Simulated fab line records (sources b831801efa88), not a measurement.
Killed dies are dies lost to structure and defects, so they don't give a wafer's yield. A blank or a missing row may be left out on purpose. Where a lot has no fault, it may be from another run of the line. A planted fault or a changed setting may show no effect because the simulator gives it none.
A struck lot beside a sound one :: flow gf180mcu :: 14 steps out of a route of 602
Sound: these wafers, L251.1, L251.3, L251.5. Struck: wafer L241.5 (L241.1, L241.4, from the same lot, were not struck and are left out); the cause is given at the end.
For every step that has rows: the tool of each side, followed by ch and its chambers, followed by its first start. Under that, the readings that differ: sound wafers :: struck wafers :: difference of the means :: sigmas: that difference in standard deviations of wafers without a fault.
alike: same words and numbers on both sides, and readings whose means sit less than 2 such deviations apart. not compared: any withheld reading, any reading some wafer has no value for, any bound like >300 that may hide the same value, and any number with overlapping values for which the record gives no deviation.
The two part at a step that has a row with sigmas, a row that says differs or no value, or rows on one side only. Non-overlapping numbers with no deviation appear without sigmas and do not part them. Lack of a reading on every wafer of one side parts them only where that side has two or more wafers.

GF_V3_CD_MEAS_14: the cd target is 260 nm.
  sound on cd_sem-02, day 28 07:13; struck on cd_sem-01, day 25 03:02
  alike: cd_nm
GF_V3_OVL_MEAS_15:
  sound on overlay-01, day 28 07:20; struck on overlay-02, day 25 03:09
  alike: V3_OVL
GF_V3_ETCH_16: etches BARC in N2/H2.
  sound on rie_diel-03 ch 1,2, day 28 07:22; struck on rie_diel-04 ch 2, day 25 03:11
  alike: drypump_motor_current_A, oes_product_au, throttle_valve_pct
GF_V3_ETCH_17: etches SiO2 in C4F8/O2/Ar, stops on TiN, target depth 635 nm.
  sound: rie_diel-03 ch 1,2; struck: rie_diel-04 ch 2
  alike: oes_product_au
then, 4 steps without rows for these wafers: GF_V3_STRIP_18 (strips in O2/N2); GF_V3_STRIP_19 (strips in post etch residue remover, time 1200 s); GF_V3_CLEAN_20 (cleans in DIW); GF_V3_SPUTTER_21 (material Ti, target thk 15 nm, time 80.02 s).
GF_V3_SPUTTER_22: material TiN, target thk 10 nm, time 40 s.
  sound on pvd_sputter-04, day 28 08:07; struck on pvd_sputter-04, day 25 03:55
  alike: throttle_valve_pct
GF_V3_CVD_23: deposits W, target thk 350 nm, time 104.9 s.
  sound on cvd_w-01 ch 1, day 28 08:08; struck on cvd_w-01 ch 1, day 25 03:57
  alike: chamber_pressure_Torr, heater_power_outer_w, heater_power_w
GF_V3_RS_MEAS_24: a four-point-probe measurement.
  sound on film_metro-04, day 28 08:16; struck on film_metro-01, day 25 04:04
  alike: V3_W_RS
GF_V3_THK_MEAS_25: measures by xrf.
  sound on film_metro-04, day 28 08:23; struck on film_metro-01, day 25 04:11
  alike: V3_W_THK
GF_V3_CMP_26: polishes, stops on SiO2, t overpolish 15 s, target thk 0 nm.
  sound on cmp-01 ch 1,3, day 28 08:26; struck on cmp-01 ch 2, day 25 04:14
reading: overpolish_run_s (s)
sound: 15.007 14.996 15.004
struck: 0.041
difference: -14.961
sigmas: -99 or more

reading: time_to_endpoint_s (s)
sound: 82 91 90
struck: 127
difference: +39
sigmas: +9
  alike: edge_zone_pressure_frac, motor_current_A
GF_M4_SPUTTER_00: material Ti, target thk 37.5 nm, time 150 s.
  the record holds rows for the sound wafers here (pvd_sputter-03, day 28 08:44) but none for the struck ones

== WHERE THEY PART ==
First at GF_V3_CMP_26; last, within this record, at GF_M4_SPUTTER_00.

WHY: what the simulator had put in
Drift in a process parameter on cmp-01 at GF_V3_CMP_26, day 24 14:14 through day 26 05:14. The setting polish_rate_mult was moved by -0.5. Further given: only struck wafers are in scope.
